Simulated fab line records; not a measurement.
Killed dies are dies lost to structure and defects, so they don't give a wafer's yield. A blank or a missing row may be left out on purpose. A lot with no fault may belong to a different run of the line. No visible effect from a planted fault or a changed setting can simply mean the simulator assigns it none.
The tool behind it: which one? / flow gf180mcu / 24 lots, 72 wafers sampled, at 6 steps of a route of 602

== WHAT THE GAUGES SHOWED, per wafer ==
GF_VT_IMPLANT_OVL_MEAS_07.
lot=L074; measured=day 5 16:04; on=overlay-02; VT_IMPLANT_OVL (nm)=0.1 -0.8 -1.0
lot=L075; measured=day 5 21:47; on=overlay-02; VT_IMPLANT_OVL (nm)=0.9 0.4 3.4
lot=L076; measured=day 6 04:34; on=overlay-01; VT_IMPLANT_OVL (nm)=0.5 0.1 1.1
lot=L077; measured=day 6 09:23; on=overlay-01; VT_IMPLANT_OVL (nm)=0.9 -0.5 1.0
lot=L078; measured=day 6 16:16; on=overlay-02; VT_IMPLANT_OVL (nm)=-1.1 1.5 -0.8
lot=L079; measured=day 6 22:01; on=overlay-02; VT_IMPLANT_OVL (nm)=0.6 1.2 0.6
lot=L080; measured=day 7 04:19; on=overlay-02; VT_IMPLANT_OVL (nm)=-2.0 -4.2 -1.7
lot=L081; measured=day 7 12:46; on=overlay-02; VT_IMPLANT_OVL (nm)=-1.3 -0.2 -1.4
lot=L082; measured=day 7 19:59; on=overlay-01; VT_IMPLANT_OVL (nm)=0.3 1.4 0.3
lot=L083; measured=day 8 02:10; on=overlay-02; VT_IMPLANT_OVL (nm)=-0.3 -1.9 -2.9
lot=L084; measured=day 8 04:43; on=overlay-02; VT_IMPLANT_OVL (nm)=-0.5 -1.8 -0.1
lot=L085; measured=day 8 08:56; on=overlay-01; VT_IMPLANT_OVL (nm)=0.2 -2.0 0.1
lot=L086; measured=day 8 18:29; on=overlay-02; VT_IMPLANT_OVL (nm)=-3.1 -1.3 0.0
lot=L087; measured=day 8 22:37; on=overlay-02; VT_IMPLANT_OVL (nm)=-0.3 -0.1 0.7
lot=L088; measured=day 9 03:50; on=overlay-01; VT_IMPLANT_OVL (nm)=0.3 -0.2 -0.4
lot=L089; measured=day 9 14:38; on=overlay-01; VT_IMPLANT_OVL (nm)=1.7 1.6 1.9
lot=L090; measured=day 9 20:34; on=overlay-01; VT_IMPLANT_OVL (nm)=1.2 -1.0 -0.2
lot=L091; measured=day 9 23:43; on=overlay-02; VT_IMPLANT_OVL (nm)=-2.1 -1.2 -0.6
lot=L092; measured=day 10 05:40; on=overlay-02; VT_IMPLANT_OVL (nm)=1.5 2.8 1.7
lot=L093; measured=day 10 11:43; on=overlay-02; VT_IMPLANT_OVL (nm)=0.3 -0.4 -0.5
lot=L094; measured=day 10 19:19; on=overlay-01; VT_IMPLANT_OVL (nm)=-0.1 0.6 -1.0
lot=L095; measured=day 11 01:58; on=overlay-01; VT_IMPLANT_OVL (nm)=0.8 0.1 0.7
lot=L096; measured=day 11 07:49; on=overlay-02; VT_IMPLANT_OVL (nm)=-1.6 -2.6 0.7
lot=L097; measured=day 11 12:45; on=overlay-02; VT_IMPLANT_OVL (nm)=3.0 1.5 3.2

GF_VT_IMPLANT_TW_MEAS_43.
lot=L074; measured=day 7 13:08; on=film-metro-03; VT_IMPLANT_4_TW=692 688 690
lot=L075; measured=day 7 20:36; on=film-metro-03; VT_IMPLANT_4_TW=693 690 686
lot=L076; measured=day 8 04:09; on=film-metro-03; VT_IMPLANT_4_TW=688 687 687
lot=L077; measured=day 8 09:31; on=film-metro-04; VT_IMPLANT_4_TW=690 687 686
lot=L078; measured=day 8 15:48; on=film-metro-04; VT_IMPLANT_4_TW=691 690 697
lot=L079; measured=day 8 22:34; on=film-metro-04; VT_IMPLANT_4_TW=691 693 690
lot=L080; measured=day 9 05:25; on=film-metro-03; VT_IMPLANT_4_TW=686 688 691
lot=L081; measured=day 9 14:33; on=film-metro-04; VT_IMPLANT_4_TW=689 689 689
lot=L082; measured=day 9 22:05; on=film-metro-04; VT_IMPLANT_4_TW=685 689 690
lot=L083; measured=day 10 05:21; on=film-metro-04; VT_IMPLANT_4_TW=687 687 685
lot=L084; measured=day 10 08:10; on=film-metro-03; VT_IMPLANT_4_TW=691 694 690
lot=L085; measured=day 10 12:53; on=film-metro-04; VT_IMPLANT_4_TW=685 686 686
lot=L086; measured=day 10 23:29; on=film-metro-04; VT_IMPLANT_4_TW=694 689 691
lot=L087; measured=day 11 03:10; on=film-metro-01; VT_IMPLANT_4_TW=690 687 688
lot=L088; measured=day 11 10:04; on=film-metro-01; VT_IMPLANT_4_TW=691 693 692
lot=L089; measured=day 11 21:05; on=film-metro-03; VT_IMPLANT_4_TW=692 686 687
lot=L090; measured=day 12 04:54; on=film-metro-04; VT_IMPLANT_4_TW=692 690 692
lot=L091; measured=day 12 07:49; on=film-metro-04; VT_IMPLANT_4_TW=690 689 691
lot=L092; measured=day 12 14:22; on=film-metro-04; VT_IMPLANT_4_TW=690 691 692
lot=L093; measured=day 12 19:02; on=film-metro-04; VT_IMPLANT_4_TW=692 690 691
lot=L094; measured=day 13 04:20; on=film-metro-01; VT_IMPLANT_4_TW=682 680 678
lot=L095; measured=day 13 10:52; on=film-metro-03; VT_IMPLANT_4_TW=685 684 687
lot=L096; measured=day 13 19:33; on=film-metro-01; VT_IMPLANT_4_TW=681 682 684
lot=L097; measured=day 14 00:28; on=film-metro-03; VT_IMPLANT_4_TW=691 690 692

GF_POLY_GATE_CD_MEAS_18.
lot=L074; measured=day 9 11:08; on=cd-sem-01; cd-nm (nm)=280.1 280.8 280.2
lot=L075; measured=day 9 15:23; on=cd-sem-02; cd-nm (nm)=280.4 282.5 280.6
lot=L076; measured=day 10 00:05; on=cd-sem-02; cd-nm (nm)=280.9 277.0 279.0
lot=L077; measured=day 10 03:50; on=cd-sem-02; cd-nm (nm)=278.4 280.4 279.6
lot=L078; measured=day 10 11:51; on=cd-sem-01; cd-nm (nm)=283.6 281.2 281.4
lot=L079; measured=day 10 18:53; on=cd-sem-01; cd-nm (nm)=278.7 278.6 278.8
lot=L080; measured=day 11 00:52; on=cd-sem-01; cd-nm (nm)=280.1 279.3 279.6
lot=L081; measured=day 11 10:51; on=cd-sem-02; cd-nm (nm)=279.2 280.2 282.1
lot=L082; measured=day 11 20:23; on=cd-sem-01; cd-nm (nm)=280.5 280.3 280.3
lot=L083; measured=day 12 02:00; on=cd-sem-01; cd-nm (nm)=279.8 276.7 279.5
lot=L084; measured=day 12 04:42; on=cd-sem-01; cd-nm (nm)=277.9 277.8 280.0
lot=L085; measured=day 12 13:41; on=cd-sem-01; cd-nm (nm)=278.4 278.6 278.8
lot=L086; measured=day 12 23:17; on=cd-sem-01; cd-nm (nm)=280.4 281.1 279.1
lot=L087; measured=day 13 00:38; on=cd-sem-02; cd-nm (nm)=281.8 280.0 279.7
lot=L088; measured=day 13 14:39; on=cd-sem-01; cd-nm (nm)=278.1 277.1 278.5
lot=L089; measured=day 13 20:39; on=cd-sem-01; cd-nm (nm)=277.4 278.3 277.1
lot=L090; measured=day 14 08:41; on=cd-sem-02; cd-nm (nm)=282.5 281.5 283.2
lot=L091; measured=day 14 08:42; on=cd-sem-01; cd-nm (nm)=280.1 279.0 282.3
lot=L092; measured=day 14 15:57; on=cd-sem-01; cd-nm (nm)=282.8 281.5 282.2
lot=L093; measured=day 14 21:27; on=cd-sem-01; cd-nm (nm)=278.4 281.8 280.2
lot=L094; measured=day 15 07:08; on=cd-sem-02; cd-nm (nm)=276.9 279.0 277.1
lot=L095; measured=day 15 13:22; on=cd-sem-01; cd-nm (nm)=281.2 280.4 280.2
lot=L096; measured=day 15 21:07; on=cd-sem-02; cd-nm (nm)=278.2 278.8 279.3
lot=L097; measured=day 16 02:42; on=cd-sem-01; cd-nm (nm)=280.8 280.5 280.2

== TOOL THAT RAN EACH LOT (tool first, then ch and the chambers of the sampled wafers, then the start) ==
lot=L074; GF_STI_STRIP_15=plasma-asher-04 ch 0,1, day 2 02:56; GF_STI_CMP_25=cmp-02 ch 1,2, day 2 05:09; GF_VT_IMPLANT_SOFTBAKE_25=litho-track-03 ch 0, day 6 14:11
lot=L075; GF_STI_STRIP_15=plasma-asher-04 ch 0,1, day 2 06:14; GF_STI_CMP_25=cmp-02 ch 0,2,3, day 2 09:19; GF_VT_IMPLANT_SOFTBAKE_25=litho-track-04 ch 0, day 6 20:13
lot=L076; GF_STI_STRIP_15=plasma-asher-01 ch 0,1, day 2 11:24; GF_STI_CMP_25=cmp-01 ch 0,2, day 2 15:20; GF_VT_IMPLANT_SOFTBAKE_25=litho-track-04 ch 0, day 7 03:52
lot=L077; GF_STI_STRIP_15=plasma-asher-01 ch 1, day 2 17:41; GF_STI_CMP_25=cmp-02 ch 0,2,3, day 2 20:19; GF_VT_IMPLANT_SOFTBAKE_25=litho-track-01 ch 0, day 7 09:40
lot=L078; GF_STI_STRIP_15=plasma-asher-01 ch 0,1, day 3 00:08; GF_STI_CMP_25=cmp-01 ch 0,1,3, day 3 01:55; GF_VT_IMPLANT_SOFTBAKE_25=litho-track-01 ch 0, day 7 15:53
lot=L079; GF_STI_STRIP_15=plasma-asher-03 ch 1, day 3 04:24; GF_STI_CMP_25=cmp-01 ch 0,3, day 3 06:14; GF_VT_IMPLANT_SOFTBAKE_25=litho-track-01 ch 0, day 7 21:31
lot=L080; GF_STI_STRIP_15=plasma-asher-01 ch 0,1, day 3 09:02; GF_STI_CMP_25=cmp-02 ch 0,3, day 3 10:52; GF_VT_IMPLANT_SOFTBAKE_25=litho-track-04 ch 0, day 8 04:20
lot=L081; GF_STI_STRIP_15=plasma-asher-01 ch 0, day 3 15:15; GF_STI_CMP_25=cmp-01 ch 0,2,3, day 3 17:08; GF_VT_IMPLANT_SOFTBAKE_25=litho-track-01 ch 0, day 8 12:29
lot=L082; GF_STI_STRIP_15=plasma-asher-04 ch 0,1, day 3 18:08; GF_STI_CMP_25=cmp-02 ch 1,2,3, day 3 23:24; GF_VT_IMPLANT_SOFTBAKE_25=litho-track-01 ch 0, day 8 20:13
lot=L083; GF_STI_STRIP_15=plasma-asher-03 ch 0,1, day 3 23:57; GF_STI_CMP_25=cmp-01 ch 0,1,2, day 4 03:00; GF_VT_IMPLANT_SOFTBAKE_25=litho-track-04 ch 0, day 9 02:47
lot=L084; GF_STI_STRIP_15=plasma-asher-04 ch 0,1, day 4 05:58; GF_STI_CMP_25=cmp-02 ch 0,1,3, day 4 07:53; GF_VT_IMPLANT_SOFTBAKE_25=litho-track-03 ch 0, day 9 05:54
lot=L085; GF_STI_STRIP_15=plasma-asher-03 ch 0,1, day 4 09:18; GF_STI_CMP_25=cmp-01 ch 0,1,3, day 4 11:05; GF_VT_IMPLANT_SOFTBAKE_25=litho-track-04 ch 0, day 9 10:52
lot=L086; GF_STI_STRIP_15=plasma-asher-01 ch 0,1, day 4 16:09; GF_STI_CMP_25=cmp-01 ch 0,2,3, day 4 17:57; GF_VT_IMPLANT_SOFTBAKE_25=litho-track-01 ch 0, day 9 20:16
lot=L087; GF_STI_STRIP_15=plasma-asher-03 ch 0, day 4 20:32; GF_STI_CMP_25=cmp-02 ch 1,2,3, day 4 22:19; GF_VT_IMPLANT_SOFTBAKE_25=litho-track-01 ch 0, day 9 23:46
lot=L088; GF_STI_STRIP_15=plasma-asher-04 ch 0,1, day 5 01:37; GF_STI_CMP_25=cmp-01 ch 0,1, day 5 03:23; GF_VT_IMPLANT_SOFTBAKE_25=litho-track-01 ch 0, day 10 06:02
lot=L089; GF_STI_STRIP_15=plasma-asher-04 ch 0,1, day 5 07:08; GF_STI_CMP_25=cmp-01 ch 0,3, day 5 09:23; GF_VT_IMPLANT_SOFTBAKE_25=litho-track-01 ch 0, day 10 17:10
lot=L090; GF_STI_STRIP_15=plasma-asher-03 ch 0, day 5 11:35; GF_STI_CMP_25=cmp-02 ch 0,2, day 5 16:22; GF_VT_IMPLANT_SOFTBAKE_25=litho-track-03 ch 0, day 11 00:21
lot=L091; GF_STI_STRIP_15=plasma-asher-03 ch 0,1, day 5 16:46; GF_STI_CMP_25=cmp-02 ch 1,2,3, day 5 19:46; GF_VT_IMPLANT_SOFTBAKE_25=litho-track-04 ch 0, day 11 02:46
lot=L092; GF_STI_STRIP_15=plasma-asher-04 ch 0,1, day 5 22:13; GF_STI_CMP_25=cmp-01 ch 0,1,3, day 6 01:07; GF_VT_IMPLANT_SOFTBAKE_25=litho-track-01 ch 0, day 11 09:36
lot=L093; GF_STI_STRIP_15=plasma-asher-03 ch 0,1, day 6 04:36; GF_STI_CMP_25=cmp-01 ch 0,1, day 6 06:26; GF_VT_IMPLANT_SOFTBAKE_25=litho-track-01 ch 0, day 11 14:09
lot=L094; GF_STI_STRIP_15=plasma-asher-04 ch 0,1, day 6 10:57; GF_STI_CMP_25=cmp-02 ch 1,2,3, day 6 13:19; GF_VT_IMPLANT_SOFTBAKE_25=litho-track-04 ch 0, day 11 23:16
lot=L095; GF_STI_STRIP_15=plasma-asher-03 ch 0,1, day 6 15:54; GF_STI_CMP_25=cmp-02 ch 1,2,3, day 6 17:42; GF_VT_IMPLANT_SOFTBAKE_25=litho-track-04 ch 0, day 12 05:52
lot=L096; GF_STI_STRIP_15=plasma-asher-03 ch 0,1, day 6 19:57; GF_STI_CMP_25=cmp-02 ch 1,2,3, day 6 22:49; GF_VT_IMPLANT_SOFTBAKE_25=litho-track-03 ch 0, day 12 12:42
lot=L097; GF_STI_STRIP_15=plasma-asher-01 ch 0,1, day 7 01:38; GF_STI_CMP_25=cmp-02 ch 0,1,2, day 7 03:53; GF_VT_IMPLANT_SOFTBAKE_25=litho-track-03 ch 0, day 12 17:49
- GF_STI_STRIP_15: strips in O2/N2.
- GF_STI_CMP_25: polishes, stops on Si3N4, t overpolish 33 s, target thk 524.6 nm.
- GF_VT_IMPLANT_SOFTBAKE_25: time 61.75 s.

== WHAT THE TOOLS THEMSELVES READ (means of the sampled wafers that have a number; where no wafer has one, the mark that the record gives instead) ==
GF_STI_STRIP_15.
lot=L074; tool=plasma-asher-04; drypump-motor-current-A (A)=5.34; heater-power-w (W)=327; oes-product-au (a.u.)=0.384; strip-time-to-endpoint-s (s)=3.76
lot=L075; tool=plasma-asher-04; drypump-motor-current-A (A)=5.35; heater-power-w (W)=336; oes-product-au (a.u.)=0.381; strip-time-to-endpoint-s (s)=3.71
lot=L076; tool=plasma-asher-01; drypump-motor-current-A (A)=5.29; heater-power-w (W)=347; oes-product-au (a.u.)=0.389; strip-time-to-endpoint-s (s)=3.74
lot=L077; tool=plasma-asher-01; drypump-motor-current-A (A)=5.12; heater-power-w (W)=355; oes-product-au (a.u.)=0.387; strip-time-to-endpoint-s (s)=3.73
lot=L078; tool=plasma-asher-01; drypump-motor-current-A (A)=5.26; heater-power-w (W)=351; oes-product-au (a.u.)=0.389; strip-time-to-endpoint-s (s)=3.76
lot=L079; tool=plasma-asher-03; drypump-motor-current-A (A)=5.64; heater-power-w (W)=288; oes-product-au (a.u.)=0.379; strip-time-to-endpoint-s (s)=3.72
lot=L080; tool=plasma-asher-01; drypump-motor-current-A (A)=5.33; heater-power-w (W)=352; oes-product-au (a.u.)=0.385; strip-time-to-endpoint-s (s)=3.77
lot=L081; tool=plasma-asher-01; drypump-motor-current-A (A)=5.37; heater-power-w (W)=350; oes-product-au (a.u.)=0.382; strip-time-to-endpoint-s (s)=3.71
lot=L082; tool=plasma-asher-04; drypump-motor-current-A (A)=5.09; heater-power-w (W)=328; oes-product-au (a.u.)=0.387; strip-time-to-endpoint-s (s)=3.75
lot=L083; tool=plasma-asher-03; drypump-motor-current-A (A)=5.52; heater-power-w (W)=380; oes-product-au (a.u.)=0.388; strip-time-to-endpoint-s (s)=3.76
lot=L084; tool=plasma-asher-04; drypump-motor-current-A (A)=5.33; heater-power-w (W)=337; oes-product-au (a.u.)=0.382; strip-time-to-endpoint-s (s)=3.71
lot=L085; tool=plasma-asher-03; drypump-motor-current-A (A)=5.52; heater-power-w (W)=378; oes-product-au (a.u.)=0.383; strip-time-to-endpoint-s (s)=3.72
lot=L086; tool=plasma-asher-01; drypump-motor-current-A (A)=5.26; heater-power-w (W)=354; oes-product-au (a.u.)=0.382; strip-time-to-endpoint-s (s)=3.71
lot=L087; tool=plasma-asher-03; drypump-motor-current-A (A)=5.44; heater-power-w (W)=426; oes-product-au (a.u.)=0.382; strip-time-to-endpoint-s (s)=3.72
lot=L088; tool=plasma-asher-04; drypump-motor-current-A (A)=5.36; heater-power-w (W)=337; oes-product-au (a.u.)=0.382; strip-time-to-endpoint-s (s)=3.73
lot=L089; tool=plasma-asher-04; drypump-motor-current-A (A)=5.09; heater-power-w (W)=331; oes-product-au (a.u.)=0.383; strip-time-to-endpoint-s (s)=3.72
lot=L090; tool=plasma-asher-03; drypump-motor-current-A (A)=5.47; heater-power-w (W)=431; oes-product-au (a.u.)=0.384; strip-time-to-endpoint-s (s)=3.71
lot=L091; tool=plasma-asher-03; drypump-motor-current-A (A)=5.57; heater-power-w (W)=334; oes-product-au (a.u.)=0.387; strip-time-to-endpoint-s (s)=3.77
lot=L092; tool=plasma-asher-04; drypump-motor-current-A (A)=5.08; heater-power-w (W)=337; oes-product-au (a.u.)=0.379; strip-time-to-endpoint-s (s)=3.72
lot=L093; tool=plasma-asher-03; drypump-motor-current-A (A)=5.51; heater-power-w (W)=378; oes-product-au (a.u.)=0.384; strip-time-to-endpoint-s (s)=3.74
lot=L094; tool=plasma-asher-04; drypump-motor-current-A (A)=5.09; heater-power-w (W)=332; oes-product-au (a.u.)=0.382; strip-time-to-endpoint-s (s)=3.71
lot=L095; tool=plasma-asher-03; drypump-motor-current-A (A)=5.51; heater-power-w (W)=374; oes-product-au (a.u.)=0.383; strip-time-to-endpoint-s (s)=3.73
lot=L096; tool=plasma-asher-03; drypump-motor-current-A (A)=5.56; heater-power-w (W)=335; oes-product-au (a.u.)=0.387; strip-time-to-endpoint-s (s)=3.79
lot=L097; tool=plasma-asher-01; drypump-motor-current-A (A)=5.30; heater-power-w (W)=340; oes-product-au (a.u.)=0.388; strip-time-to-endpoint-s (s)=3.74

GF_STI_CMP_25.
lot=L074; tool=cmp-02; motor-current-A (A)=12.6; overpolish-run-s (s)=33.000; time-to-endpoint-s (s)=118
lot=L075; tool=cmp-02; motor-current-A (A)=10.9; overpolish-run-s (s)=32.996; time-to-endpoint-s (s)=121
lot=L076; tool=cmp-01; motor-current-A (A)=13.1; overpolish-run-s (s)=32.996; time-to-endpoint-s (s)=129
lot=L077; tool=cmp-02; motor-current-A (A)=11.4; overpolish-run-s (s)=33.007; time-to-endpoint-s (s)=126
lot=L078; tool=cmp-01; motor-current-A (A)=13.4; overpolish-run-s (s)=33.003; time-to-endpoint-s (s)=127
lot=L079; tool=cmp-01; motor-current-A (A)=13.1; overpolish-run-s (s)=33.001; time-to-endpoint-s (s)=127
lot=L080; tool=cmp-02; motor-current-A (A)=10.8; overpolish-run-s (s)=33.002; time-to-endpoint-s (s)=130
lot=L081; tool=cmp-01; motor-current-A (A)=12.7; overpolish-run-s (s)=32.999; time-to-endpoint-s (s)=132
lot=L082; tool=cmp-02; motor-current-A (A)=11.6; overpolish-run-s (s)=32.992; time-to-endpoint-s (s)=127
lot=L083; tool=cmp-01; motor-current-A (A)=13.8; overpolish-run-s (s)=33.012; time-to-endpoint-s (s)=123
lot=L084; tool=cmp-02; motor-current-A (A)=11.1; overpolish-run-s (s)=32.993; time-to-endpoint-s (s)=120
lot=L085; tool=cmp-01; motor-current-A (A)=13.6; overpolish-run-s (s)=32.995; time-to-endpoint-s (s)=117
lot=L086; tool=cmp-01; motor-current-A (A)=13.5; overpolish-run-s (s)=33.003; time-to-endpoint-s (s)=119
lot=L087; tool=cmp-02; motor-current-A (A)=11.2; overpolish-run-s (s)=33.004; time-to-endpoint-s (s)=124
lot=L088; tool=cmp-01; motor-current-A (A)=13.7; overpolish-run-s (s)=33.003; time-to-endpoint-s (s)=121
lot=L089; tool=cmp-01; motor-current-A (A)=12.7; overpolish-run-s (s)=32.996; time-to-endpoint-s (s)=118
lot=L090; tool=cmp-02; motor-current-A (A)=11.3; overpolish-run-s (s)=33.001; time-to-endpoint-s (s)=129
lot=L091; tool=cmp-02; motor-current-A (A)=12.1; overpolish-run-s (s)=32.998; time-to-endpoint-s (s)=131
lot=L092; tool=cmp-01; motor-current-A (A)=13.3; overpolish-run-s (s)=33.004; time-to-endpoint-s (s)=121
lot=L093; tool=cmp-01; motor-current-A (A)=13.5; overpolish-run-s (s)=33.004; time-to-endpoint-s (s)=122
lot=L094; tool=cmp-02; motor-current-A (A)=12.0; overpolish-run-s (s)=33.012; time-to-endpoint-s (s)=129
lot=L095; tool=cmp-02; motor-current-A (A)=11.8; overpolish-run-s (s)=32.991; time-to-endpoint-s (s)=129
lot=L096; tool=cmp-02; motor-current-A (A)=12.1; overpolish-run-s (s)=33.000; time-to-endpoint-s (s)=127
lot=L097; tool=cmp-02; motor-current-A (A)=12.1; overpolish-run-s (s)=33.002; time-to-endpoint-s (s)=127

GF_VT_IMPLANT_SOFTBAKE_25.
lot=L074; tool=litho-track-03; chill-plate-temp-C (C)=22.97; plate-sensor-t-centre-C (C)=90.750; plate-sensor-t-edge-C (C)=90.823; resist-line-temp-C (C)=23.04
lot=L075; tool=litho-track-04; chill-plate-temp-C (C)=23.20; plate-sensor-t-centre-C (C)=90.739; plate-sensor-t-edge-C (C)=90.833; resist-line-temp-C (C)=22.90
lot=L076; tool=litho-track-04; chill-plate-temp-C (C)=23.02; plate-sensor-t-centre-C (C)=90.752; plate-sensor-t-edge-C (C)=90.820; resist-line-temp-C (C)=22.97
lot=L077; tool=litho-track-01; chill-plate-temp-C (C)=23.17; plate-sensor-t-centre-C (C)=90.757; plate-sensor-t-edge-C (C)=90.821; resist-line-temp-C (C)=23.02
lot=L078; tool=litho-track-01; chill-plate-temp-C (C)=22.94; plate-sensor-t-centre-C (C)=90.750; plate-sensor-t-edge-C (C)=90.831; resist-line-temp-C (C)=22.92
lot=L079; tool=litho-track-01; chill-plate-temp-C (C)=22.91; plate-sensor-t-centre-C (C)=90.751; plate-sensor-t-edge-C (C)=90.831; resist-line-temp-C (C)=22.95
lot=L080; tool=litho-track-04; chill-plate-temp-C (C)=22.95; plate-sensor-t-centre-C (C)=90.754; plate-sensor-t-edge-C (C)=90.824; resist-line-temp-C (C)=22.91
lot=L081; tool=litho-track-01; chill-plate-temp-C (C)=22.92; plate-sensor-t-centre-C (C)=90.754; plate-sensor-t-edge-C (C)=90.825; resist-line-temp-C (C)=22.90
lot=L082; tool=litho-track-01; chill-plate-temp-C (C)=22.97; plate-sensor-t-centre-C (C)=90.768; plate-sensor-t-edge-C (C)=90.821; resist-line-temp-C (C)=22.74
lot=L083; tool=litho-track-04; chill-plate-temp-C (C)=22.90; plate-sensor-t-centre-C (C)=90.761; plate-sensor-t-edge-C (C)=90.840; resist-line-temp-C (C)=22.94
lot=L084; tool=litho-track-03; chill-plate-temp-C (C)=22.99; plate-sensor-t-centre-C (C)=90.755; plate-sensor-t-edge-C (C)=90.824; resist-line-temp-C (C)=23.03
lot=L085; tool=litho-track-04; chill-plate-temp-C (C)=22.99; plate-sensor-t-centre-C (C)=90.759; plate-sensor-t-edge-C (C)=90.828; resist-line-temp-C (C)=23.01
lot=L086; tool=litho-track-01; chill-plate-temp-C (C)=22.96; plate-sensor-t-centre-C (C)=90.760; plate-sensor-t-edge-C (C)=90.834; resist-line-temp-C (C)=23.00
lot=L087; tool=litho-track-01; chill-plate-temp-C (C)=23.01; plate-sensor-t-centre-C (C)=90.753; plate-sensor-t-edge-C (C)=90.824; resist-line-temp-C (C)=22.97
lot=L088; tool=litho-track-01; chill-plate-temp-C (C)=23.05; plate-sensor-t-centre-C (C)=90.759; plate-sensor-t-edge-C (C)=90.830; resist-line-temp-C (C)=23.03
lot=L089; tool=litho-track-01; chill-plate-temp-C (C)=23.04; plate-sensor-t-centre-C (C)=90.752; plate-sensor-t-edge-C (C)=90.824; resist-line-temp-C (C)=22.95
lot=L090; tool=litho-track-03; chill-plate-temp-C (C)=23.12; plate-sensor-t-centre-C (C)=90.743; plate-sensor-t-edge-C (C)=90.826; resist-line-temp-C (C)=23.01
lot=L091; tool=litho-track-04; chill-plate-temp-C (C)=23.07; plate-sensor-t-centre-C (C)=90.756; plate-sensor-t-edge-C (C)=90.823; resist-line-temp-C (C)=22.94
lot=L092; tool=litho-track-01; chill-plate-temp-C (C)=22.84; plate-sensor-t-centre-C (C)=90.767; plate-sensor-t-edge-C (C)=90.832; resist-line-temp-C (C)=22.99
lot=L093; tool=litho-track-01; chill-plate-temp-C (C)=23.05; plate-sensor-t-centre-C (C)=90.761; plate-sensor-t-edge-C (C)=90.827; resist-line-temp-C (C)=23.02
lot=L094; tool=litho-track-04; chill-plate-temp-C (C)=23.00; plate-sensor-t-centre-C (C)=90.757; plate-sensor-t-edge-C (C)=90.840; resist-line-temp-C (C)=22.98
lot=L095; tool=litho-track-04; chill-plate-temp-C (C)=23.03; plate-sensor-t-centre-C (C)=90.761; plate-sensor-t-edge-C (C)=90.833; resist-line-temp-C (C)=22.79
lot=L096; tool=litho-track-03; chill-plate-temp-C (C)=22.93; plate-sensor-t-centre-C (C)=90.747; plate-sensor-t-edge-C (C)=90.828; resist-line-temp-C (C)=22.92
lot=L097; tool=litho-track-03; chill-plate-temp-C (C)=22.93; plate-sensor-t-centre-C (C)=90.751; plate-sensor-t-edge-C (C)=90.823; resist-line-temp-C (C)=22.99

== THE ANSWER, worked out from the rows above alone ==
Rule: the usual values come from the lots themselves. The widest of any qualifying gaps counts: lots, ordered by their means at a reading, are off when they make up no more than a third of the lots, leave a main group of 4 or more, and stand apart from it by 3 or more times the standard deviation of that group's means. The tables above print the reading to a certain number of digits; a main group whose means all agree to those digits is not used. Also off: a lot with no number at a reading for which 4 or more lots have one. Any other lot the step has rows for is counted as sound. Order of review: gauges by route order, followed by the tools' own readings, for which a lot's mean as printed above is used. At the first step where some lot is off, the reading lying furthest off is the one used; lots without a number count as furthest.
Across all readings shown, no lot is off: no conclusion can be drawn from this.

== WHAT HAD BEEN PUT IN BY THE SIMULATOR ==
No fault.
